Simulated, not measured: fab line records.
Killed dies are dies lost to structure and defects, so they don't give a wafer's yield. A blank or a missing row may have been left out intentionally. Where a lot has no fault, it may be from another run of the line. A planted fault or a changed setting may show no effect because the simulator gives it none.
The tool behind it: which one? || flow sky130 || 13 lots with 39 wafers sampled at 5 steps, on a route of 708 steps

## WHAT THE GAUGES READ, wafer by wafer
SKY_SONOS_TUNNEL_CD_MEAS_07: target cd 410 nm.
{"lot": "L508", "measured": "day 11 18:42", "on": "cd-sem-02", "cd-nm (nm)": "412.3 411.1 410.3"}
{"lot": "L509", "measured": "day 12 01:06", "on": "cd-sem-02", "cd-nm (nm)": "408.9 409.1 408.7"}
{"lot": "L510", "measured": "day 12 03:13", "on": "cd-sem-01", "cd-nm (nm)": "410.9 409.4 410.9"}
{"lot": "L511", "measured": "day 12 20:03", "on": "cd-sem-02", "cd-nm (nm)": "409.3 409.5 410.3"}
{"lot": "L513", "measured": "day 13 06:51", "on": "cd-sem-01", "cd-nm (nm)": "405.4 408.3 405.7"}
{"lot": "L514", "measured": "day 13 09:49", "on": "cd-sem-01", "cd-nm (nm)": "409.9 410.8 410.8"}
{"lot": "L515", "measured": "day 13 21:04", "on": "cd-sem-01", "cd-nm (nm)": "402.1 404.3 404.3"}
{"lot": "L518", "measured": "day 14 20:43", "on": "cd-sem-02", "cd-nm (nm)": "411.6 412.0 413.2"}
{"lot": "L519", "measured": "day 15 03:30", "on": "cd-sem-02", "cd-nm (nm)": "410.1 411.3 415.7"}
{"lot": "L520", "measured": "day 15 13:01", "on": "cd-sem-01", "cd-nm (nm)": "411.1 413.0 413.0"}
{"lot": "L523", "measured": "day 16 09:23", "on": "cd-sem-02", "cd-nm (nm)": "411.3 412.8 412.8"}
{"lot": "L528", "measured": "day 18 02:41", "on": "cd-sem-01", "cd-nm (nm)": "413.9 410.0 412.4"}
{"lot": "L531", "measured": "day 19 01:19", "on": "cd-sem-02", "cd-nm (nm)": "413.0 411.8 411.0"}

SKY_SONOS_TUNNEL_TW_MEAS_12.
{"lot": "L508", "measured": "day 11 19:17", "on": "film-metro-02", "SONOS_TUNNEL_TW": "196.2 195.1 195.7"}
{"lot": "L509", "measured": "day 12 01:40", "on": "film-metro-03", "SONOS_TUNNEL_TW": "197.2 198.4 197.4"}
{"lot": "L510", "measured": "day 12 03:47", "on": "film-metro-01", "SONOS_TUNNEL_TW": "196.2 194.9 196.1"}
{"lot": "L511", "measured": "day 12 20:37", "on": "film-metro-02", "SONOS_TUNNEL_TW": "196.3 196.8 195.7"}
{"lot": "L513", "measured": "day 13 07:25", "on": "film-metro-01", "SONOS_TUNNEL_TW": "195.8 196.1 196.6"}
{"lot": "L514", "measured": "day 13 10:23", "on": "film-metro-01", "SONOS_TUNNEL_TW": "196.0 195.6 194.1"}
{"lot": "L515", "measured": "day 13 21:37", "on": "film-metro-02", "SONOS_TUNNEL_TW": "195.7 196.3 194.3"}
{"lot": "L518", "measured": "day 14 21:27", "on": "film-metro-03", "SONOS_TUNNEL_TW": "197.3 196.8 197.2"}
{"lot": "L519", "measured": "day 15 04:04", "on": "film-metro-01", "SONOS_TUNNEL_TW": "194.4 194.6 195.4"}
{"lot": "L520", "measured": "day 15 13:35", "on": "film-metro-01", "SONOS_TUNNEL_TW": "194.9 193.4 193.6"}
{"lot": "L523", "measured": "day 16 09:58", "on": "film-metro-02", "SONOS_TUNNEL_TW": "195.3 195.2 194.6"}
{"lot": "L528", "measured": "day 18 03:14", "on": "film-metro-01", "SONOS_TUNNEL_TW": "195.5 195.5 194.5"}
{"lot": "L531", "measured": "day 19 01:53", "on": "film-metro-02", "SONOS_TUNNEL_TW": "193.1 192.5 191.5"}

SKY_SONOS_ONO_CD_MEAS_13: target cd 410 nm.
{"lot": "L508", "measured": "day 13 00:27", "on": "cd-sem-02", "cd-nm (nm)": "408.6 408.4 408.8"}
{"lot": "L509", "measured": "day 13 09:14", "on": "cd-sem-02", "cd-nm (nm)": "410.8 410.6 412.6"}
{"lot": "L510", "measured": "day 13 10:24", "on": "cd-sem-02", "cd-nm (nm)": "408.8 408.6 408.3"}
{"lot": "L511", "measured": "day 14 04:31", "on": "cd-sem-01", "cd-nm (nm)": "412.4 411.8 412.9"}
{"lot": "L513", "measured": "day 14 14:00", "on": "cd-sem-02", "cd-nm (nm)": "409.2 408.5 408.7"}
{"lot": "L514", "measured": "day 14 17:37", "on": "cd-sem-02", "cd-nm (nm)": "409.3 412.3 413.0"}
{"lot": "L515", "measured": "day 15 03:05", "on": "cd-sem-02", "cd-nm (nm)": "407.2 408.5 406.2"}
{"lot": "L518", "measured": "day 16 06:14", "on": "cd-sem-02", "cd-nm (nm)": "408.9 411.4 411.1"}
{"lot": "L519", "measured": "day 16 17:13", "on": "cd-sem-02", "cd-nm (nm)": "411.9 411.1 409.3"}
{"lot": "L520", "measured": "day 16 23:46", "on": "cd-sem-02", "cd-nm (nm)": "413.1 412.3 410.3"}
{"lot": "L523", "measured": "day 17 19:57", "on": "cd-sem-01", "cd-nm (nm)": "409.4 408.4 410.2"}
{"lot": "L528", "measured": "day 19 15:35", "on": "cd-sem-02", "cd-nm (nm)": "411.4 411.0 410.5"}
{"lot": "L531", "measured": "day 20 11:54", "on": "cd-sem-02", "cd-nm (nm)": "409.8 412.2 411.8"}

SKY_SONOS_ONO_OVL_MEAS_14.
{"lot": "L508", "measured": "day 13 00:34", "on": "overlay-01", "SONOS_ONO_OVL (nm)": "0.5 -0.7 -0.5"}
{"lot": "L509", "measured": "day 13 09:20", "on": "overlay-02", "SONOS_ONO_OVL (nm)": "-2.6 -0.6 -1.4"}
{"lot": "L510", "measured": "day 13 10:31", "on": "overlay-02", "SONOS_ONO_OVL (nm)": "0.5 1.4 1.3"}
{"lot": "L511", "measured": "day 14 04:38", "on": "overlay-01", "SONOS_ONO_OVL (nm)": "0.2 1.6 -0.2"}
{"lot": "L513", "measured": "day 14 14:07", "on": "overlay-02", "SONOS_ONO_OVL (nm)": "1.2 0.7 -0.4"}
{"lot": "L514", "measured": "day 14 17:44", "on": "overlay-02", "SONOS_ONO_OVL (nm)": "-1.2 -2.9 -1.4"}
{"lot": "L515", "measured": "day 15 03:11", "on": "overlay-02", "SONOS_ONO_OVL (nm)": "-4.7 -3.3 -5.6"}
{"lot": "L518", "measured": "day 16 06:20", "on": "overlay-01", "SONOS_ONO_OVL (nm)": "-1.7 -1.8 -4.2"}
{"lot": "L519", "measured": "day 16 17:20", "on": "overlay-01", "SONOS_ONO_OVL (nm)": "-1.8 -1.3 0.1"}
{"lot": "L520", "measured": "day 16 23:53", "on": "overlay-01", "SONOS_ONO_OVL (nm)": "-2.4 -2.7 -2.1"}
{"lot": "L523", "measured": "day 17 20:04", "on": "overlay-02", "SONOS_ONO_OVL (nm)": "-1.3 0.0 -2.6"}
{"lot": "L528", "measured": "day 19 15:41", "on": "overlay-02", "SONOS_ONO_OVL (nm)": "-2.1 -3.0 -3.2"}
{"lot": "L531", "measured": "day 20 12:01", "on": "overlay-02", "SONOS_ONO_OVL (nm)": "-0.3 -1.6 -1.4"}

## WHICH TOOL RAN EACH LOT (tool, then ch and the chambers of the sampled wafers, then the start)
{"lot": "L508", "SKY_SONOS_TUNNEL_IMPLANT_09": "implanter-04 ch 0, day 11 18:52"}
{"lot": "L509", "SKY_SONOS_TUNNEL_IMPLANT_09": "implanter-02 ch 0, day 12 01:16"}
{"lot": "L510", "SKY_SONOS_TUNNEL_IMPLANT_09": "implanter-02 ch 0, day 12 03:22"}
{"lot": "L511", "SKY_SONOS_TUNNEL_IMPLANT_09": "implanter-02 ch 0, day 12 20:12"}
{"lot": "L513", "SKY_SONOS_TUNNEL_IMPLANT_09": "implanter-02 ch 0, day 13 07:01"}
{"lot": "L514", "SKY_SONOS_TUNNEL_IMPLANT_09": "implanter-02 ch 0, day 13 09:58"}
{"lot": "L515", "SKY_SONOS_TUNNEL_IMPLANT_09": "implanter-04 ch 0, day 13 21:14"}
{"lot": "L518", "SKY_SONOS_TUNNEL_IMPLANT_09": "implanter-02 ch 0, day 14 20:53"}
{"lot": "L519", "SKY_SONOS_TUNNEL_IMPLANT_09": "implanter-03 ch 0, day 15 03:40"}
{"lot": "L520", "SKY_SONOS_TUNNEL_IMPLANT_09": "implanter-03 ch 0, day 15 13:10"}
{"lot": "L523", "SKY_SONOS_TUNNEL_IMPLANT_09": "implanter-03 ch 0, day 16 09:33"}
{"lot": "L528", "SKY_SONOS_TUNNEL_IMPLANT_09": "implanter-02 ch 0, day 18 02:50"}
{"lot": "L531", "SKY_SONOS_TUNNEL_IMPLANT_09": "implanter-02 ch 0, day 19 01:28"}
- SKY_SONOS_TUNNEL_IMPLANT_09

## WHAT THE TOOLS THEMSELVES READ (means of the sampled wafers that have a number; where no wafer has one, the mark that the record gives instead)
SKY_SONOS_TUNNEL_IMPLANT_09.
{"lot": "L508", "tool": "implanter-04", "faraday-current-uA": 5.71}
{"lot": "L509", "tool": "implanter-02", "faraday-current-uA": 5.54}
{"lot": "L510", "tool": "implanter-02", "faraday-current-uA": 5.56}
{"lot": "L511", "tool": "implanter-02", "faraday-current-uA": 5.64}
{"lot": "L513", "tool": "implanter-02", "faraday-current-uA": 5.55}
{"lot": "L514", "tool": "implanter-02", "faraday-current-uA": 5.77}
{"lot": "L515", "tool": "implanter-04", "faraday-current-uA": 5.75}
{"lot": "L518", "tool": "implanter-02", "faraday-current-uA": 5.63}
{"lot": "L519", "tool": "implanter-03", "faraday-current-uA": 5.63}
{"lot": "L520", "tool": "implanter-03", "faraday-current-uA": 5.71}
{"lot": "L523", "tool": "implanter-03", "faraday-current-uA": 5.57}
{"lot": "L528", "tool": "implanter-02", "faraday-current-uA": 5.64}
{"lot": "L531", "tool": "implanter-02", "faraday-current-uA": 5.71}

## THE ANSWER, worked out from the rows above alone
Rule: what is usual is taken from the lots themselves. Put in order of their means at a reading, lots are off if they are a third of the lots or fewer, leave a main group of 4 or more, and stand apart from it by a gap of 3 or more times the standard deviation of the main group's means; of several such gaps the widest counts. A main group whose means are all the same, to the digits that the tables above print for the reading, isn't used. A lot without any number at a reading at which 4 lots or more have one is off too. All remaining lots with rows at the step are treated as sound. The gauges are gone through in route order, then the tools' own readings, and for those a lot's mean is taken as printed above. At the first step where some lot is off, the reading lying furthest off is the one used; lots without a number count as furthest.
No lot is off on any of the readings shown, so nothing can be concluded from this.

## WHAT THE SIMULATOR PUT IN
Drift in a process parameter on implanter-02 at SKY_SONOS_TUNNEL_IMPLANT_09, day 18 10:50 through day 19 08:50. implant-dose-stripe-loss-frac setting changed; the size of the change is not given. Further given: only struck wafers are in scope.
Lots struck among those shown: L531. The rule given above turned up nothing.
